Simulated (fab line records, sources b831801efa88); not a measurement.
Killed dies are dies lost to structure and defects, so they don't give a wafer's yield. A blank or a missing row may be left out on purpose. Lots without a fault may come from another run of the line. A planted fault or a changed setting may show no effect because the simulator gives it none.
A struck lot beside a sound one | flow sky130 | 26 steps out of a route of 708
Sound: wafers L411.3, L411.5, L411.6. Struck: wafers L419.2, L419.4, L419.5. The cause comes at the end.
At each step with rows: each side's tool, then ch and its chambers, then its first start. Under that, the readings that differ: sound wafers | struck wafers | difference of the means | sigmas: that difference in standard deviations of wafers without a fault.
alike: readings whose means differ by less than 2 such deviations, and words and numbers that are the same on both sides. not compared: withheld readings, readings that some wafer has no value for, bounds like >300 that may hide the same value, and numbers for which the record gives no deviation and whose values overlap.
The two part at a step that has a row with sigmas, a row that says differs or no value, or rows on one side only. Numbers that don't overlap but have no deviation are shown without sigmas and don't part them. A reading that every wafer of one side lacks parts them only if that side has two wafers or more.

SKY_VIA1_RS_MEAS_22: measures by four-point-probe.
  sound on film_metro-03, day 35 18:34; struck on film_metro-04, day 38 07:38
  alike: VIA1_W_RS
SKY_VIA1_THK_MEAS_23: measures by xrf.
  sound on film_metro-03, day 35 18:40; struck on film_metro-04, day 38 07:44
  alike: VIA1_W_THK
then, 1 step without rows for these wafers: SKY_VIA1_CMP_24 (polishes, stops on SiO2, t overpolish 15 s, target thk 0 nm).
SKY_METAL2_SPUTTER_00: material Ti, target thk 15 nm, time 10 s.
  sound on pvd_sputter-03, day 35 19:00; struck on pvd_sputter-01, day 38 08:05
  alike: throttle_valve_pct
SKY_METAL2_SPUTTER_01: material TiN, target thk 20 nm, time 16.7 s.
  sound on pvd_sputter-03, day 35 19:02; struck on pvd_sputter-01, day 38 08:07
  alike: throttle_valve_pct
then, 1 step without rows for these wafers: SKY_METAL2_SPUTTER_02 (material AlCu, target thk 250 nm, time 13.3 s).
SKY_METAL2_SPUTTER_03: material Ti, target thk 5 nm, time 3.3 s.
  sound on pvd_sputter-03, day 35 19:05; struck on pvd_sputter-01, day 38 08:10
  alike: throttle_valve_pct
then, 1 step without rows for these wafers: SKY_METAL2_SPUTTER_04 (material TiN, target thk 70 nm, time 58.3 s).
SKY_METAL2_RS_MEAS_05: measures by four-point-probe.
  sound on film_metro-02, day 35 19:11; struck on film_metro-04, day 38 08:15
  alike: METAL2_ALCU_RS
SKY_METAL2_THK_MEAS_06: measures by xrf.
  sound on film_metro-02, day 35 19:17; struck on film_metro-04, day 38 08:22
  alike: METAL2_ALCU_THK
then, 2 steps without rows for these wafers: SKY_METAL2_DEHYDRATE_07 (time 60 s); SKY_METAL2_HMDS_08 (prime time 60 s).
SKY_METAL2_COAT_09: resist thk 60 nm.
  sound on litho_track-04 ch 0, day 36 07:37; struck on litho_track-02 ch 0, day 38 20:14
  reading              | sound                | struck               | difference | sigmas
  spin_speed_rpm (rpm) | 3001.3 3000.4 3002.2 | 2078.9 2077.9 2080.1 | -922.3     | -99 or more
then, 5 steps without rows for these wafers: SKY_METAL2_COAT_10 (resist thk 450 nm); SKY_METAL2_SOFTBAKE_11 (time 90 s); SKY_METAL2_EXPOSE_12 (exposes mask MM2, target cd 140 nm); SKY_METAL2_PEB_13; SKY_METAL2_DEVELOP_14 (develop time 60 s).
SKY_METAL2_CD_MEAS_15: target cd 140 nm.
  sound on cd_sem-02, day 36 21:21; struck on cd_sem-02, day 39 09:35
  alike: cd_nm
SKY_METAL2_OVL_MEAS_16:
  sound on overlay-01, day 36 21:26; struck on overlay-01, day 39 09:41
  alike: METAL2_OVL
SKY_METAL2_DESCUM_17: chemistry O2, time 8 s.
  sound on rie_metal-01 ch 0,1, day 36 21:28; struck on rie_metal-04 ch 0,1, day 39 09:43
  alike: drypump_motor_current_A, oes_product_au
  not compared: rf_hours_counter_h
SKY_METAL2_ETCH_18: etches BARC in N2/H2, stops on SiO2, time 45.9 s, target depth 60 nm.
  sound on rie_metal-01 ch 0,1, day 36 21:31; struck on rie_metal-04 ch 0,1, day 39 09:45
  reading                  | sound             | struck            | difference | sigmas
  oes_product_au (a.u.)    | 0.857 0.854 0.848 | 0.952 0.961 0.959 | +0.104     | +20
  model.etch.depth_nm (nm) | 60.21 60.21 60.11 | 72.12 72.28 72.22 | +12.03     |
  alike: drypump_motor_current_A, throttle_valve_pct
  not compared: rf_hours_counter_h
SKY_METAL2_METAL_ETCH_19: etches the open film in Cl2/BCl3, stops on SiO2, target depth 360 nm, time 78 s.
  sound on rie_metal-01 ch 0,1, day 36 21:35; struck on rie_metal-04 ch 0,1, day 39 09:49
  alike: bcl3_flow_sccm, drypump_motor_current_A, oes_product_au, throttle_valve_pct
  not compared: rf_hours_counter_h
SKY_METAL2_STRIP_20: strips in O2/N2.
  sound on plasma_asher-04 ch 0,1, day 36 21:41; struck on plasma_asher-02 ch 0,1, day 39 09:54
  reading                      | sound             | struck            | difference | sigmas
  oes_product_au (a.u.)        | 0.346 0.338 0.339 | 0.346 0.361 0.351 | +0.012     | +2
  strip_time_to_endpoint_s (s) | 2.64 2.62 2.67    | 2.85 2.90 2.86    | +0.23      | +7
  alike: drypump_motor_current_A
  not compared: rf_hours_counter_h
then, 1 step without rows for these wafers: SKY_METAL2_STRIP_21 (strips in post etch residue remover, time 1200 s).
-- the record jumps here: 10 days lie between the struck wafers' starts before and after (it left off in module METAL2 and takes up again in module PAD_OPEN, whose first step shown is number 708 of the route) --
SKY_PAD_OPEN_PROBE_99:
  sound on prober-01, day 47 04:22; struck on prober-02, day 49 03:59
  alike: defect_limited_yield, killed_at_M0_to_M3, killed_at_M4_up, killed_at_contacts, killed_at_front_end, killed_at_other, killed_dies, killed_open, killed_short, sort_bin_3_pad_short, sort_bin_5_function, sort_bin_6_memory, sort_n_pass, sort_yield_pct
  not compared: model.etest.met2_comb.leak_log10_a_um

WHERE THEY PART
First at SKY_METAL2_COAT_09; last, within this record, at SKY_METAL2_STRIP_20. Later steps at which nothing parts them and some readings are alike: SKY_PAD_OPEN_PROBE_99.

WHY: what the simulator had put in
Process parameter drift: litho_track-02, from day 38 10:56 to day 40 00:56, at SKY_METAL2_COAT_09. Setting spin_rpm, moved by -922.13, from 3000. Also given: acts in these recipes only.
